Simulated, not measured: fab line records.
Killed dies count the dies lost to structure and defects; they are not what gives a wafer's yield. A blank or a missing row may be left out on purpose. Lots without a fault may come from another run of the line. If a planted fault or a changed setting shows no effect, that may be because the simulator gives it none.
Problem report in the 8D (eight disciplines) form, filled by code    flow sky130    the parts of the form that need people (team, actions taken, sign-off) are left out

== 1. THE PROBLEM ==
tilt-deg at SKY_LDD_N_IMPLANT_13 reads a mean of -0.013 degrees on 6 wafers of 2 lots; wafers without a fault read 30.002 degrees with a standard deviation of 0.02. That is -99 or more standard deviations from the usual mean.
The first sign was on wafer L335.1 at day 20 20:11, on implanter-03. Wafers with a number at this step in the record: 18, from 6 lots. Rule for "out", or "out of limits": more than 4 standard deviations from the usual mean. The other wafers with a number count as sound.

== 2. WHAT IT IS, AND WHAT IT ISN'T ==
question                     is                      is not
which readings at this step  tilt-deg                -
which lots                   L335, L336              L330, L333, L340, L345
which wafers of those lots   all that have a number  -
read on which tools          implanter-03            implanter-01, implanter-02
when                         from day 20 20:11       up to then (6 sound wafers); but 6 sound wafers of L340, L345 came after

== 3. WHAT RULES OUT EACH SUSPECT ==
Counting: a tool at a process step up to the reading stays a suspect if it ran every lot that is out and no sound lot after the first of them.
- implanter-03 at SKY_LDD_N_IMPLANT_13: ruled out as a lasting fault. The sound lots L345 went through it after L335, its earliest lot that is out (day 20 20:11).
Left after counting: nothing in the record.

== 4. THE CAUSE (what the simulator had put in) ==
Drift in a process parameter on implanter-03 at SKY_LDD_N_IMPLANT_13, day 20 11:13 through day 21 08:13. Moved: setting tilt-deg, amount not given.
Counting ruled it out, wrongly.

== 5. THE CHAIN OF EFFECTS, in route order ==
Rows list readings where the struck wafers' mean (over those with a number) sits beyond 3 standard deviations from the usual. Readings are gone through only where the record gives a usual standard deviation; hours: the median, over the lots, of the time from a lot's start at the first step in this table giving one to that lot's start at this step; sigmas: the change measured in usual standard deviations.
hours  step                  reading   usual           on struck wafers  change   sigmas
0      SKY_LDD_N_IMPLANT_13  tilt-deg  30.002 degrees  -0.013            -30.015  -99 or more
Here are the process steps it includes:
- SKY_LDD_N_IMPLANT_13

== 6. WHAT WOULD HAVE CAUGHT IT SOONER ==
The fault began at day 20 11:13; the first out-of-limits reading in this record came at day 20 20:11, 9 hours later.
